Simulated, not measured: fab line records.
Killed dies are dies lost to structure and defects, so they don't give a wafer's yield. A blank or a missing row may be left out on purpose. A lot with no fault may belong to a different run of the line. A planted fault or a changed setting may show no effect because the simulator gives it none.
Tool commonality check ; flow sky130 ; 42 wafers sampled across 14 lots

## REASON FOR OPENING
SKY_LDD_N_TW_MEAS_17, reading LDD_N_TW: flagged on 2 of 14 lots. Wafers without a fault read 2592, standard deviation 10.
Rule: flag the lot when none of its wafers has a number, or when each of its wafers that has one lies beyond 4 standard deviations from that mean. All remaining lots are regarded as sound.

lot;measured;on;LDD_N_TW, wafer by wafer;flag
L313;day 18 01:10;film-metro-04;2619 2598 2616;
L315;day 19 08:46;film-metro-04;2593 2587 2587;
L323;day 22 01:13;film-metro-02;2434 2443 2446;FLAGGED
L324;day 22 07:10;film-metro-02;2451 2437 2449;FLAGGED
L325;day 23 06:35;film-metro-04;2579 2583 2593;
L327;day 23 07:40;film-metro-01;2599 2597 2592;
L326;day 23 08:34;film-metro-04;2574 2576 2588;
L328;day 23 12:16;film-metro-02;2595 2594 2591;
L329;day 24 01:02;film-metro-04;2611 2599 2606;
L330;day 24 02:07;film-metro-02;2599 2590 2602;
L331;day 24 10:29;film-metro-01;2604 2593 2589;
L332;day 25 01:28;film-metro-04;2596 2603 2602;
L334;day 25 21:34;film-metro-04;2593 2594 2593;
L335;day 26 04:23;film-metro-04;2594 2597 2600;
The numbers of the flagged lots are 2443 on average: -149 against the usual, or -15 standard deviations.

## LOT BY LOT: THE TOOL USED
3 process steps preceding the reading are held in the record, out of 708 steps in the route. Each cell gives the tool, then ch followed by the chambers the sampled wafers passed through, then the start.
lot;flag;SKY_POLY_GATE_ETCH_15;SKY_LDD_N_IMPLANT_11;SKY_LDD_N_STRIP_16
L313;;rie-diel-02 ch 1,3, day 16 15:29;implanter-04 ch 0, day 18 00:19;plasma-asher-03 ch 0,1, day 18 01:03
L315;;rie-diel-02 ch 0,3, day 17 22:56;implanter-01 ch 0, day 19 07:55;plasma-asher-01 ch 0,1, day 19 08:40
L323;FLAGGED;rie-diel-04 ch 1,3, day 20 13:17;implanter-01, day 22 00:24;plasma-asher-03 ch 0,1, day 22 01:08
L324;FLAGGED;rie-diel-01 ch 0,3, day 20 20:38;implanter-01, day 22 06:20;plasma-asher-04 ch 1, day 22 07:04
L325;;rie-diel-04 ch 0,1, day 21 21:08;implanter-01 ch 0, day 23 05:46;plasma-asher-03 ch 0,1, day 23 06:30
L327;;rie-diel-02 ch 0,1,2, day 21 22:47;implanter-03 ch 0, day 23 06:49;plasma-asher-03 ch 0,1, day 23 07:34
L326;;rie-diel-01 ch 0,1, day 22 00:20;implanter-01 ch 0, day 23 07:43;plasma-asher-01 ch 0,1, day 23 08:27
L328;;rie-diel-02 ch 0,1, day 22 03:14;implanter-01 ch 0, day 23 11:25;plasma-asher-03 ch 0,1, day 23 12:10
L329;;rie-diel-01 ch 1,2,3, day 22 15:08;implanter-01 ch 0, day 24 00:14;plasma-asher-01 ch 0,1, day 24 00:56
L330;;rie-diel-04 ch 1,3, day 22 17:26;implanter-04 ch 0, day 24 01:17;plasma-asher-03 ch 0,1, day 24 02:01
L331;;rie-diel-01 ch 1,2,3, day 23 02:14;implanter-01 ch 0, day 24 09:40;plasma-asher-01 ch 0,1, day 24 10:23
L332;;rie-diel-01 ch 0,1, day 23 16:08;implanter-04 ch 0, day 25 00:37;plasma-asher-04 ch 0,1, day 25 01:21
L334;;rie-diel-02 ch 0,1,3, day 24 12:51;implanter-04 ch 0, day 25 20:43;plasma-asher-03 ch 0,1, day 25 21:28
L335;;rie-diel-02 ch 0,1, day 24 20:23;implanter-03 ch 0, day 26 03:34;plasma-asher-03 ch 0,1, day 26 04:18
What the steps here do:
- SKY_POLY_GATE_ETCH_15: etches BARC in N2/H2, stops on SiO2, time 118.5 s, target depth 110 nm.
- SKY_LDD_N_IMPLANT_11
- SKY_LDD_N_STRIP_16: strips in O2/N2.
- SKY_LDD_N_TW_MEAS_17

## FLAGGED OVER TOTAL, TOOL BY TOOL (the gauges that took the reading come last)
step;tool;lots run;flagged;share of the flagged lots;sound lots run after its first flagged lot
SKY_POLY_GATE_ETCH_15;rie-diel-01;5;1;some;4 (L326,L329,L331,L332)
SKY_POLY_GATE_ETCH_15;rie-diel-02;6;0;none;-
SKY_POLY_GATE_ETCH_15;rie-diel-04;3;1;some;2 (L325,L330)
SKY_LDD_N_IMPLANT_11;implanter-01;8;2;all;5 (L325,L326,L328,L329,L331)
SKY_LDD_N_IMPLANT_11;implanter-03;2;0;none;-
SKY_LDD_N_IMPLANT_11;implanter-04;4;0;none;-
SKY_LDD_N_STRIP_16;plasma-asher-01;4;0;none;-
SKY_LDD_N_STRIP_16;plasma-asher-03;8;1;some;6 (L325,L327,L328,L330,L334,L335)
SKY_LDD_N_STRIP_16;plasma-asher-04;2;1;some;1 (L332)
SKY_LDD_N_TW_MEAS_17;film-metro-01;2;0;none;-
SKY_LDD_N_TW_MEAS_17;film-metro-02;4;2;all;2 (L328,L330)
SKY_LDD_N_TW_MEAS_17;film-metro-04;8;0;none;-

## WHAT THE TABLE ALLOWS
2 rows of the table ran every flagged lot: implanter-01 at SKY_LDD_N_IMPLANT_11, film-metro-02 at SKY_LDD_N_TW_MEAS_17.
- implanter-01 at SKY_LDD_N_IMPLANT_11 ran 8 lots, 2 of them flagged. Sound lots ran on it after the first flagged one (L325, L326, L328, L329, L331), which a lasting fault on the whole tool wouldn't allow. On the flagged lots its readings are blank where sound lots have values: beam-energy-keV, beam-on-s.
- film-metro-02 at SKY_LDD_N_TW_MEAS_17 ran 4 lots, 2 of them flagged. Sound lots ran on it after the first flagged one (L328, L330), which a lasting fault on the whole tool wouldn't allow.
None of the table's rows ran every flagged lot and, after the first, no sound lot.

## WHAT WAS PUT IN BY THE SIMULATOR
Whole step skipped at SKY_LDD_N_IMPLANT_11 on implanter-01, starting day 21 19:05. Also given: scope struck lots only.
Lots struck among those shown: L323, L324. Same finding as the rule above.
